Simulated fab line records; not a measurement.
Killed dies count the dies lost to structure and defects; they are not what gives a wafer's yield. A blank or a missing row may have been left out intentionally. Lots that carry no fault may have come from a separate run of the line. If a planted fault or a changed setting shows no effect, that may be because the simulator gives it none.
Chamber matching    flow gf180mcu    GF_CONTACT_CMP_27 on cmp-02 has 4 sister chambers
The step polishes, stops on SiO2, t overpolish 15 s, target thk 0 nm. 18 wafers are shown with their chamber, then 9 later ones without.

## WAFERS, EACH WITH ITS CHAMBER
wafer   chamber  motor current A (A)  time to endpoint s (s)  overpolish run s (s)
L386.2  2        12.1                 80                      14.998
L386.3  3        11.1                 78                      14.995
L386.6  1        12.8                 80                      15.006
L387.1  0        10.8                 72                      14.994
L387.2  1        12.2                 82                      14.987
L387.5  2        12.1                 79                      14.997
L388.2  1        12.4                 79                      14.987
L388.3  0        10.8                 72                      15.018
L388.6  2        13.0                 77                      14.987
L392.1  3        11.2                 68                      15.015
L392.4  2        12.0                 73                      14.993
L392.6  0        10.6                 68                      15.003
L395.2  0        11.0                 68                      14.996
L395.3  3        11.0                 66                      15.030
L395.5  2        12.3                 75                      14.995
L403.2  3        10.7                 70                      15.008
L403.3  0        10.4                 71                      15.005
L403.4  1        12.6                 76                      14.996

SIGNATURES (averages over the wafers above)
reading             chamber 0  chamber 1  chamber 2  chamber 3  scatter within a chamber
motor current A     10.720     12.500     12.300     11.000     0.294
time to endpoint s  70.20      79.25      76.80      70.50      3.29
overpolish run s    15.00320   14.99400   14.99400   15.01200   0.00971
Rule: a wafer's distance from a chamber is the root of the sum, over the readings, of the square of ((its reading less the chamber's mean) divided by the reading's scatter). The wafer belongs to the nearest chamber; if the next one is less than 2 further off, it can't be placed. The scatter is the square root of a quotient: the sum, over the shown wafers, of each reading's squared deviation from its chamber's mean, divided by wafers minus chambers.

## WAFERS WITH NO CHAMBER GIVEN
wafer   motor current A (A)  time to endpoint s (s)  overpolish run s (s)
L405.2  11.8                 74                      15.017
L405.5  12.7                 75                      14.986
L405.6  11.0                 69                      14.984
L406.1  12.1                 76                      14.994
L406.3  12.7                 74                      14.993
L406.5  10.9                 69                      14.989
L407.1  12.3                 75                      14.990
L407.2  10.8                 67                      14.997
L407.5  11.5                 69                      14.987

## THE CHAMBER EACH PASSED THROUGH
wafer   from the rows above                in truth
L405.2  can't be placed: 3 or 2 or 1 or 0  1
L405.5  can't be placed: 1 or 2            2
L405.6  can't be placed: 0 or 3            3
L406.1  can't be placed: 2 or 1            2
L406.3  can't be placed: 2 or 1            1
L406.5  can't be placed: 0 or 3            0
L407.1  can't be placed: 2 or 1            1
L407.2  can't be placed: 0 or 3            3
L407.5  can't be placed: 3 or 0 or 2 or 1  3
0 of 9 placed correctly. These rows do not allow placing 9 (true chamber among the candidates in 9). Wrongly placed: 0.
